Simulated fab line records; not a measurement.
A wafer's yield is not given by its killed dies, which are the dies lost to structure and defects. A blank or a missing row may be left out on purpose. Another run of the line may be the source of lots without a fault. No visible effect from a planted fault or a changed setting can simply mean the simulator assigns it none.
What tool caused it? | flow gf180mcu | 24 lots, 72 wafers sampled, at 6 steps of a route of 602

== WHAT THE GAUGES SHOWED, per wafer ==
GF_V2_THK_MEAS_01.
lot  | measured     | on            | V2_CVD_00_THK (nm)
L074 | day 19 06:10 | film metro-04 | 601 606 604
L075 | day 19 16:53 | film metro-04 | 609 604 607
L076 | day 20 02:14 | film metro-04 | 599 600 599
L078 | day 20 18:07 | film metro-04 | 595 601 602
L077 | day 20 20:37 | film metro-04 | 604 597 605
L079 | day 20 22:14 | film metro-03 | 605 601 606
L080 | day 21 13:08 | film metro-03 | 603 601 600
L081 | day 21 19:52 | film metro-03 | 604 598 595
L082 | day 22 09:25 | film metro-03 | 603 612 603
L083 | day 22 16:08 | film metro-04 | 594 611 599
L084 | day 22 22:46 | film metro-03 | 608 602 596
L085 | day 23 13:04 | film metro-04 | 609 600 609
L086 | day 23 19:40 | film metro-03 | 604 614 601
L087 | day 24 11:25 | film metro-02 | 604 599 605
L088 | day 24 12:32 | film metro-04 | 590 590 594
L089 | day 24 18:50 | film metro-04 | 607 600 615
L090 | day 25 00:04 | film metro-03 | 605 608 609
L091 | day 25 06:52 | film metro-03 | 599 598 594
L092 | day 25 14:41 | film metro-04 | 603 599 589
L093 | day 25 19:39 | film metro-03 | 609 601 601
L094 | day 26 05:24 | film metro-03 | 606 613 612
L095 | day 26 14:37 | film metro-02 | 599 594 592
L096 | day 26 22:31 | film metro-02 | 590 596 595
L097 | day 27 07:18 | film metro-02 | 596 599 599

GF_M3_RS_MEAS_05: a four-point-probe measurement.
lot  | measured     | on            | M3_ALCU_RS (ohm/sq)
L074 | day 20 08:37 | film metro-03 | 0.0692 0.0695 0.0699
L075 | day 20 19:57 | film metro-03 | 0.0683 0.0694 0.0697
L076 | day 21 04:41 | film metro-01 | 0.0698 0.0694 0.0693
L078 | day 21 20:05 | film metro-01 | 0.0690 0.0689 0.0696
L077 | day 21 22:26 | film metro-03 | 0.0702 0.0703 0.0698
L079 | day 21 23:31 | film metro-03 | 0.0699 0.0708 0.0704
L080 | day 22 15:23 | film metro-02 | 0.0695 0.0695 0.0692
L081 | day 22 21:50 | film metro-02 | 0.0685 0.0692 0.0695
L082 | day 23 10:17 | film metro-03 | 0.0695 0.0687 0.0686
L083 | day 23 17:19 | film metro-02 | 0.0694 0.0693 0.0690
L084 | day 23 23:31 | film metro-02 | 0.0678 0.0684 0.0675
L085 | day 24 13:30 | film metro-02 | 0.0701 0.0701 0.0701
L086 | day 24 20:27 | film metro-01 | 0.0703 0.0709 0.0707
L087 | day 25 10:55 | film metro-01 | 0.0697 0.0702 0.0704
L088 | day 25 13:02 | film metro-01 | 0.0697 0.0694 0.0685
L089 | day 25 18:05 | film metro-01 | 0.0698 0.0690 0.0688
L090 | day 25 23:53 | film metro-02 | 0.0689 0.0696 0.0689
L091 | day 26 06:37 | film metro-02 | 0.0684 0.0693 0.0687
L092 | day 26 13:28 | film metro-02 | 0.0697 0.0694 0.0696
L093 | day 26 19:08 | film metro-01 | 0.0692 0.0695 0.0701
L094 | day 27 03:52 | film metro-02 | 0.0690 0.0683 0.0695
L095 | day 27 13:33 | film metro-01 | 0.0691 0.0686 0.0694
L096 | day 27 20:43 | film metro-03 | 0.0701 0.0708 0.0709
L097 | day 28 05:46 | film metro-03 | 0.0692 0.0692 0.0692

GF_M3_CD_MEAS_14: target cd 280 nm.
lot  | measured     | on        | cd nm (nm)
L074 | day 21 08:41 | cd sem-02 | 279.3 280.8 279.4
L075 | day 21 19:08 | cd sem-01 | 279.5 279.6 280.3
L076 | day 22 04:10 | cd sem-01 | 279.1 279.1 279.3
L078 | day 22 19:34 | cd sem-01 | 280.5 280.0 280.5
L077 | day 22 21:07 | cd sem-02 | 280.0 279.3 280.1
L079 | day 22 22:12 | cd sem-02 | 279.9 279.8 279.6
L080 | day 23 14:02 | cd sem-02 | 280.8 279.4 280.4
L081 | day 23 20:28 | cd sem-02 | 280.5 280.1 280.9
L082 | day 24 08:47 | cd sem-01 | 279.0 278.5 279.1
L083 | day 24 15:37 | cd sem-01 | 279.5 279.4 280.0
L084 | day 24 21:10 | cd sem-01 | 279.8 279.5 280.0
L085 | day 25 11:22 | cd sem-02 | 278.4 278.2 277.7
L086 | day 25 17:27 | cd sem-01 | 281.6 279.7 280.1
L087 | day 26 07:52 | cd sem-01 | 277.7 278.8 278.3
L088 | day 26 10:38 | cd sem-01 | 280.7 280.2 280.0
L089 | day 26 14:46 | cd sem-01 | 278.5 278.3 277.7
L090 | day 26 21:09 | cd sem-01 | 278.3 278.2 278.6
L091 | day 27 02:50 | cd sem-01 | 278.9 279.9 279.2
L092 | day 27 09:51 | cd sem-02 | 279.6 280.5 280.2
L093 | day 27 15:29 | cd sem-01 | 280.1 279.1 280.3
L094 | day 28 00:29 | cd sem-02 | 278.8 279.6 279.5
L095 | day 28 09:25 | cd sem-01 | 279.3 279.4 278.8
L096 | day 28 16:04 | cd sem-01 | 280.9 280.9 280.2
L097 | day 28 23:51 | cd sem-01 | 280.3 280.1 279.9

GF_V4_OVL_MEAS_15.
lot  | measured     | on         | V4_OVL (nm)
L074 | day 24 09:15 | overlay-02 | -4 -1 9
L075 | day 24 20:34 | overlay-02 | 6 0 -5
L076 | day 25 03:46 | overlay-02 | 0 11 8
L078 | day 25 17:53 | overlay-02 | -3 1 6
L077 | day 25 19:52 | overlay-01 | 3 4 6
L079 | day 25 20:59 | overlay-02 | -3 -2 0
L080 | day 26 11:23 | overlay-01 | 2 -4 -2
L081 | day 26 17:26 | overlay-01 | 10 9 5
L082 | day 27 04:51 | overlay-01 | -2 -8 2
L083 | day 27 11:37 | overlay-01 | 0 -1 -5
L084 | day 27 17:14 | overlay-01 | 3 -5 6
L085 | day 28 05:29 | overlay-01 | 7 12 6
L086 | day 28 10:59 | overlay-02 | 2 -5 3
L087 | day 29 00:28 | overlay-02 | 7 14 4
L088 | day 29 03:39 | overlay-02 | 7 -5 -1
L089 | day 29 07:10 | overlay-01 | -3 1 -6
L090 | day 29 13:02 | overlay-01 | 6 -4 10
L091 | day 29 18:17 | overlay-01 | 7 0 6
L092 | day 30 00:47 | overlay-01 | -1 -3 -2
L093 | day 30 06:24 | overlay-01 | 11 1 4
L094 | day 30 13:38 | overlay-01 | 3 7 8
L095 | day 30 22:07 | overlay-01 | 11 5 5
L096 | day 31 03:58 | overlay-01 | 7 6 7
L097 | day 31 12:11 | overlay-01 | -5 -3 -3

== TOOL THAT RAN EACH LOT (tool first, then ch and the chambers of the sampled wafers, then the start) ==
lot  | GF_V2_SPUTTER_22             | GF_V3_CMP_04
L074 | pvd sputter-03, day 20 07:44 | cmp-01 ch 0,1, day 21 09:47
L075 | pvd sputter-03, day 20 19:05 | cmp-01 ch 0,1,3, day 21 20:13
L076 | pvd sputter-03, day 21 03:50 | cmp-01 ch 1,3, day 22 05:16
L078 | pvd sputter-04, day 21 19:14 | cmp-01 ch 0,2,3, day 22 21:07
L077 | pvd sputter-03, day 21 21:35 | cmp-01 ch 1,2, day 22 22:20
L079 | pvd sputter-01, day 21 22:38 | cmp-01 ch 0,1, day 22 23:34
L080 | pvd sputter-01, day 22 14:32 | cmp-01 ch 0,2,3, day 23 15:32
L081 | pvd sputter-03, day 22 20:46 | cmp-02 ch 0,1,2, day 23 21:41
L082 | pvd sputter-04, day 23 09:24 | cmp-01 ch 0,1,2, day 24 09:53
L083 | pvd sputter-03, day 23 16:26 | cmp-01 ch 1,2, day 24 16:49
L084 | pvd sputter-03, day 23 22:40 | cmp-02 ch 1,2, day 24 22:43
L085 | pvd sputter-01, day 24 12:36 | cmp-01 ch 0,1,2, day 25 12:32
L086 | pvd sputter-03, day 24 19:35 | cmp-02 ch 0,1,3, day 25 18:35
L087 | pvd sputter-03, day 25 10:04 | cmp-02 ch 0,1,2, day 26 08:56
L088 | pvd sputter-04, day 25 12:08 | cmp-02 ch 0,2, day 26 11:40
L089 | pvd sputter-03, day 25 17:14 | cmp-02 ch 0,1,2, day 26 15:59
L090 | pvd sputter-03, day 25 22:59 | cmp-01 ch 1,2,3, day 26 22:22
L091 | pvd sputter-03, day 26 05:46 | cmp-02 ch 1,2,3, day 27 03:53
L092 | pvd sputter-01, day 26 12:35 | cmp-01 ch 0,1,3, day 27 10:56
L093 | pvd sputter-04, day 26 18:16 | cmp-02 ch 1,2, day 27 16:39
L094 | pvd sputter-03, day 27 03:01 | cmp-02 ch 0,1, day 28 01:42
L095 | pvd sputter-04, day 27 12:42 | cmp-02 ch 1,2,3, day 28 10:35
L096 | pvd sputter-04, day 27 19:52 | cmp-01 ch 2,3, day 28 17:11
L097 | pvd sputter-04, day 28 04:54 | cmp-02 ch 0,2,3, day 29 00:53
- GF_V2_SPUTTER_22: material TiN, target thk 10 nm, time 40 s.
- GF_V3_CMP_04: polishes SiO2.

== WHAT THE TOOLS THEMSELVES READ (means of the sampled wafers that have a number; where no wafer has one, the mark that the record gives instead) ==
GF_V2_SPUTTER_22.
lot  | tool           | throttle valve pct (%)
L074 | pvd sputter-03 | 30.2
L075 | pvd sputter-03 | 30.4
L076 | pvd sputter-03 | 30.4
L078 | pvd sputter-04 | 29.4
L077 | pvd sputter-03 | 30.1
L079 | pvd sputter-01 | 31.0
L080 | pvd sputter-01 | 30.4
L081 | pvd sputter-03 | 29.7
L082 | pvd sputter-04 | 30.5
L083 | pvd sputter-03 | 29.3
L084 | pvd sputter-03 | 30.3
L085 | pvd sputter-01 | 30.7
L086 | pvd sputter-03 | 30.8
L087 | pvd sputter-03 | 30.1
L088 | pvd sputter-04 | 31.1
L089 | pvd sputter-03 | 30.6
L090 | pvd sputter-03 | 29.8
L091 | pvd sputter-03 | 29.8
L092 | pvd sputter-01 | 30.8
L093 | pvd sputter-04 | 30.3
L094 | pvd sputter-03 | 30.5
L095 | pvd sputter-04 | 30.6
L096 | pvd sputter-04 | 30.3
L097 | pvd sputter-04 | 30.1

GF_V3_CMP_04.
lot  | tool   | motor current A (A) | time to endpoint s (s)
L074 | cmp-01 | 13.5                | 85
L075 | cmp-01 | 13.0                | 86
L076 | cmp-01 | 12.7                | 81
L078 | cmp-01 | 12.5                | 89
L077 | cmp-01 | 13.0                | 88
L079 | cmp-01 | 13.0                | 88
L080 | cmp-01 | 11.9                | 81
L081 | cmp-02 | 11.7                | 77
L082 | cmp-01 | 12.7                | 78
L083 | cmp-01 | 11.8                | 88
L084 | cmp-02 | 11.0                | 76
L085 | cmp-01 | 12.0                | 82
L086 | cmp-02 | 11.5                | 78
L087 | cmp-02 | 11.5                | 88
L088 | cmp-02 | 12.0                | 79
L089 | cmp-02 | 12.0                | 86
L090 | cmp-01 | 12.5                | 78
L091 | cmp-02 | 12.1                | 78
L092 | cmp-01 | 12.6                | 74
L093 | cmp-02 | 11.1                | 80
L094 | cmp-02 | 10.9                | 87
L095 | cmp-02 | 12.1                | 74
L096 | cmp-01 | 11.6                | 75
L097 | cmp-02 | 12.5                | 70

== THE ANSWER, worked out from the rows above alone ==
Rule: the lots themselves supply what counts as usual. The widest of any qualifying gaps counts: lots, ordered by their means at a reading, are off when they make up no more than a third of the lots, leave a main group of 4 or more, and stand apart from it by 3 or more times the standard deviation of that group's means. The tables above print the reading to a certain number of digits; a main group whose means all agree to those digits is not used. Also off: a lot with no number at a reading for which 4 or more lots have one. All remaining lots with rows at the step are treated as sound. First the gauges in route order, then the tools' own readings, where a lot's mean is used as printed above. The first step at which some lot is off is used, and at that step the reading that is off furthest; a lot without a number counts as furthest.
No lot is off on any of the readings shown, so nothing can be concluded from this.

== WHAT THE SIMULATOR HAD INSERTED ==
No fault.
